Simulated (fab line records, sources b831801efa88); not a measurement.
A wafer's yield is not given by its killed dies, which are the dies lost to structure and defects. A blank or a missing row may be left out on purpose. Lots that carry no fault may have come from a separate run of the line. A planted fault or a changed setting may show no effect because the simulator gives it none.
Struck lot and sound lot, side by side || flow sky130 || 20 steps out of a route of 708
Sound: wafers L546.2, L546.4, L546.5. The struck wafers were L561.4, L561.5. At the end, the cause is stated.
Per side, at each step with rows, come the tool, then ch with its chambers, and then its first start. Under that, the readings that differ: sound wafers || struck wafers || difference of the means || sigmas: that difference in standard deviations of wafers without a fault.
alike: readings whose means differ by less than 2 such deviations, and words and numbers that are the same on both sides. not compared: withheld readings, readings that some wafer has no value for, bounds like >300 that may hide the same value, and numbers for which the record gives no deviation and whose values overlap.
The two part at a step that has a row with sigmas, a row that says differs or no value, or rows on one side only. Non-overlapping numbers with no deviation appear without sigmas and do not part them. A reading that every wafer of one side lacks parts them only if that side has two wafers or more.

first, 1 step without rows for these wafers: SKY_POLY_GATE_CVD_03 (deposits Si3N4 from DCS/NH3, target thk 75 nm, time 1290 s).
SKY_POLY_GATE_THK_MEAS_04:
  sound on film-metro-02, day 15 19:30; struck on film-metro-03, day 21 15:14
  alike: POLY_GATE_CVD_03_THK
then, 8 steps without rows for these wafers: SKY_POLY_GATE_DEHYDRATE_05 (time 60 s); SKY_POLY_GATE_HMDS_06 (prime time 60 s); SKY_POLY_GATE_COAT_07 (resist thk 110 nm); SKY_POLY_GATE_COAT_08 (resist thk 450 nm); SKY_POLY_GATE_SOFTBAKE_09 (time 90 s); SKY_POLY_GATE_EXPOSE_10 (exposes mask P1M, target cd 150 nm); SKY_POLY_GATE_PEB_11; SKY_POLY_GATE_DEVELOP_12 (develop time 60 s).
SKY_POLY_GATE_CD_MEAS_13: target cd 150 nm.
  sound on cd-sem-01, day 16 23:53; struck on cd-sem-02, day 22 21:04
{"reading": "cd-nm (nm)", "sound": "149.1 149.1 148.6", "struck": "152.0 152.8", "difference": "+3.5", "sigmas": "+3"}
SKY_POLY_GATE_OVL_MEAS_14:
  sound on overlay-02, day 16 23:59; struck on overlay-01, day 22 21:08
  alike: POLY_GATE_OVL
SKY_POLY_GATE_ETCH_15: etches BARC in N2/H2, stops on SiO2, time 118.5 s, target depth 110 nm.
  sound on rie-diel-03 ch 0,1,3, day 17 00:01; struck on rie-diel-02 ch 1,3, day 22 21:09
{"reading": "drypump-motor-current-A (A)", "sound": "6.0 5.5 6.4", "struck": "4.7 5.2", "difference": -1.0, "sigmas": -2}
{"reading": "model.KrF-thick_of_POLY_GATE_COAT_08.thk-nm (nm)", "sound": "344.3 344.4 343.3", "struck": "284.7 279.7", "difference": -61.8, "sigmas": ""}
{"reading": "model.POLY_GATE.cd-nm (nm)", "sound": "147.3 149.3 148.5", "struck": "136.2 136.9", "difference": -11.8, "sigmas": ""}
{"reading": "model.SiO2_of_SONOS_ONO_CVD_04.thk-nm (nm)", "sound": "4.252 4.289 4.332", "struck": "0 0", "difference": -4, "sigmas": ""}
  alike: n2-flow-sccm, oes-product-au, throttle-valve-pct
  not compared: rf-hours-counter-h
SKY_POLY_GATE_ETCH_16: etches Si3N4 in CH3F/O2, stops on poly-Si, time 147.5 s, target depth 75 nm.
  sound on rie-diel-03 ch 0,1,3, day 17 00:06; struck on rie-diel-02 ch 1,3, day 22 21:14
  alike: drypump-motor-current-A, oes-product-au, throttle-valve-pct
  not compared: rf-hours-counter-h
SKY_POLY_GATE_ETCH_17: etches poly-Si in HBr/Cl2, stops on SiO2, target depth 180 nm, time 70.5 s.
  sound on rie-si-01 ch 0,2,3, day 17 00:12; struck on rie-si-02 ch 1, day 22 21:20
{"reading": "model.KrF-thick_of_POLY_GATE_COAT_08.thk-nm (nm)", "sound": "140.4 140 136.6", "struck": "82.54 75.73", "difference": -59.86, "sigmas": ""}
{"reading": "model.POLY_GATE.cd-nm (nm)", "sound": "147 149.8 147.3", "struck": "136.3 136.6", "difference": -11.6, "sigmas": ""}
  alike: drypump-motor-current-A, oes-product-au, throttle-valve-pct
  not compared: rf-hours-counter-h
SKY_POLY_GATE_STRIP_18: strips in O2/N2.
  sound on plasma-asher-03 ch 0,1, day 17 00:15; struck on plasma-asher-02 ch 1, day 22 21:25
{"reading": "oes-product-au (a.u.)", "sound": "0.365 0.356 0.358", "struck": "0.337 0.335", "difference": -0.024, "sigmas": -5}
{"reading": "strip-time-to-endpoint-s (s)", "sound": "3.17 3.15 3.12", "struck": "2.54 2.48", "difference": -0.64, "sigmas": -19}
  alike: drypump-motor-current-A, n2-flow-sccm
  not compared: rf-hours-counter-h
then, 2 steps without rows for these wafers: SKY_POLY_GATE_CLEAN_19 (cleans in SC1/SC2, time 150 s); SKY_POLY_GATE_OXIDATION_20 (stabilise 600 s, purge 300 s, target thk 4 nm).
SKY_POLY_GATE_CD_MEAS_22:
  sound on cd-sem-02, day 17 02:19; struck on cd-sem-01, day 22 22:56
{"reading": "cd-nm (nm)", "sound": "147.2 149.9 147.2", "struck": "135.9 136.7", "difference": -11.8, "sigmas": -6}
then, 1 step without rows for these wafers: SKY_LDD_N_DEHYDRATE_00 (time 60 s).

## WHERE THEY PART
Last at SKY_POLY_GATE_CD_MEAS_22 as far as this record goes, first at SKY_POLY_GATE_CD_MEAS_13.

WHY: what had been put in by the simulator
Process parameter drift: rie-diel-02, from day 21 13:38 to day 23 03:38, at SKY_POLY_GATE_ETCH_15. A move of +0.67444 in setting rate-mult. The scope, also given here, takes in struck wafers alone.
